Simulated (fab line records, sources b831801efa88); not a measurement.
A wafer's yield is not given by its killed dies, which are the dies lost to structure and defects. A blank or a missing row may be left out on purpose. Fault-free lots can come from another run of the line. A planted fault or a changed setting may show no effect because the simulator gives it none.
A sampling plan put to the test -- flow gf180mcu -- one fab line, 15 faults that these records tell of, each judged on the records of the lots that it struck
The plan consists of the line's own looks: route steps at which the wafer is read by a gauge or an inspection but not changed. Where struck wafers have a number at a look and the file lists that look's usual mean and standard deviation on fault-free wafers, the look can be judged. Caught: at a look after the fault's first step, the mean of the struck wafers lies 4 or more of those standard deviations (sigma) from the usual mean. On the tool: here the same test is run on the tool's own readings at the fault's steps. If the struck wafers alone have a blank record, or they carry another recipe, that too counts as caught.

THE FAULTS, as the simulator had put them in
1. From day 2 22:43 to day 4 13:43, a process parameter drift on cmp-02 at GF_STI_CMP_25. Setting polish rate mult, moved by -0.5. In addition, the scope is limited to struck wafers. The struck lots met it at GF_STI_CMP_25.
2. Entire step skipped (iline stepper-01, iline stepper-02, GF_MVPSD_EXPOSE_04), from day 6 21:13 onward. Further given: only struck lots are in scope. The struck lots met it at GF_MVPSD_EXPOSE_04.
3. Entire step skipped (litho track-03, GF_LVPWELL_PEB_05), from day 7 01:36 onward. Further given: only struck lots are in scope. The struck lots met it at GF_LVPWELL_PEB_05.
4. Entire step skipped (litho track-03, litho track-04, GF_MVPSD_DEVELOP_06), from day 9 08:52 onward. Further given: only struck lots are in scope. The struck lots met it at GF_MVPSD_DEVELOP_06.
5. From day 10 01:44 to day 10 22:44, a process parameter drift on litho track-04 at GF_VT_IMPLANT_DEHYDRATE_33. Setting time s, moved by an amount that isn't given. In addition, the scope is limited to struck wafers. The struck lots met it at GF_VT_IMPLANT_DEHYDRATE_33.
6. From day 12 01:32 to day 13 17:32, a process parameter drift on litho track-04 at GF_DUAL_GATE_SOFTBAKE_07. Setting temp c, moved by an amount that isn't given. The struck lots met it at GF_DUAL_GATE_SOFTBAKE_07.
7. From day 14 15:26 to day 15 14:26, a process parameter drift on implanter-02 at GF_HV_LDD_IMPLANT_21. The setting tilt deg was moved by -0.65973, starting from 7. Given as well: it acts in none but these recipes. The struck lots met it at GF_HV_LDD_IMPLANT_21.
8. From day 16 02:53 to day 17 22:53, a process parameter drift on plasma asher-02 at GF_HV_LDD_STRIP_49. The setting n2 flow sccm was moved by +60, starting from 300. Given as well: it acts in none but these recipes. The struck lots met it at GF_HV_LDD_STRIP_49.
9. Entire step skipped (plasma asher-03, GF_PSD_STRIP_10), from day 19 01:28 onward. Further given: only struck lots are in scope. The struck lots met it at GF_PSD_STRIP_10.
10. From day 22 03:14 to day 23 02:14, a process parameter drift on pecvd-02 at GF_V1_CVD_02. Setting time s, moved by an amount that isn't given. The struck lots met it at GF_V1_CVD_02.
11. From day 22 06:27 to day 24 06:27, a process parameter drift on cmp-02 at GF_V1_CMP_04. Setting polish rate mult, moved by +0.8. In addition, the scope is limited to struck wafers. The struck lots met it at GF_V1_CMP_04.
12. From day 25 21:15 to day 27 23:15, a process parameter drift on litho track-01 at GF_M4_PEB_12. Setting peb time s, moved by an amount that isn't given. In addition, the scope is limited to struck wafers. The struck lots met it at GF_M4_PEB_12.
13. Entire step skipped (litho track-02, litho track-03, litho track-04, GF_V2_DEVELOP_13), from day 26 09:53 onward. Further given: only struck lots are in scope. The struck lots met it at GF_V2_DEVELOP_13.
14. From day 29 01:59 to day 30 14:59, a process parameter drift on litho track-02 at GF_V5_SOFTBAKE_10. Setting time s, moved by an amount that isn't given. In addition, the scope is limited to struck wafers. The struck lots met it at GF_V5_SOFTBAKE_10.
15. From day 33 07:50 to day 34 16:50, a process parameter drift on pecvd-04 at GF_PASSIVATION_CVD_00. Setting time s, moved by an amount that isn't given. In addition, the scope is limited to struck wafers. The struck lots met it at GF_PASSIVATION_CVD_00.

WHAT THE PLAN SAW
fault,on the tool itself,first look that catches it,"reading, sigma",median hours from its first step to that look,hours from the fault's start to the first struck lot there,judged looks passed uncaught
1,time to endpoint s +25 sigma,none of the 2 looks that can be judged after it,-,-,-,2
2,no reading that can be judged,none of the 2 looks that can be judged after it,-,-,-,2
3,the tool's record is blank for the struck wafers,not the one look that can be judged after it,-,-,-,1
4,the tool's record is blank for the struck wafers,no look after it can be judged,-,-,-,0
5,run length s +76 sigma,not the one look that can be judged after it,-,-,-,1
6,heater power total W -54 sigma,none of the 2 looks that can be judged after it,-,-,-,2
7,tilt deg -32 sigma,no look after it can be judged,-,-,-,0
8,n2 flow sccm +72 sigma,no look after it can be judged,-,-,-,0
9,the tool's record is blank for the struck wafers,no look after it can be judged,-,-,-,0
10,run length s +4.3 sigma,no look after it can be judged,-,-,-,0
11,time to endpoint s -7.5 sigma,no look after it can be judged,-,-,-,0
12,heater power total W +25 sigma,no look after it can be judged,-,-,-,0
13,the tool's record is blank for the struck wafers,no look after it can be judged,-,-,-,0
14,heater power total W +84 sigma,no look after it can be judged,-,-,-,0
15,run length s -6.8 sigma,no look after it can be judged,-,-,-,0
A dash: the fault is not caught, or the number is missing from these records.

Caught at a look: 0 of 15. Caught on the tool: 14 of 15. By one or the other: 14 of 15.
Faults caught by the tool alone: 1, 3, 4, 5, 6, 7, 8, 9, 10, 11, 12, 13, 14, 15.
Caught by neither: fault 2.
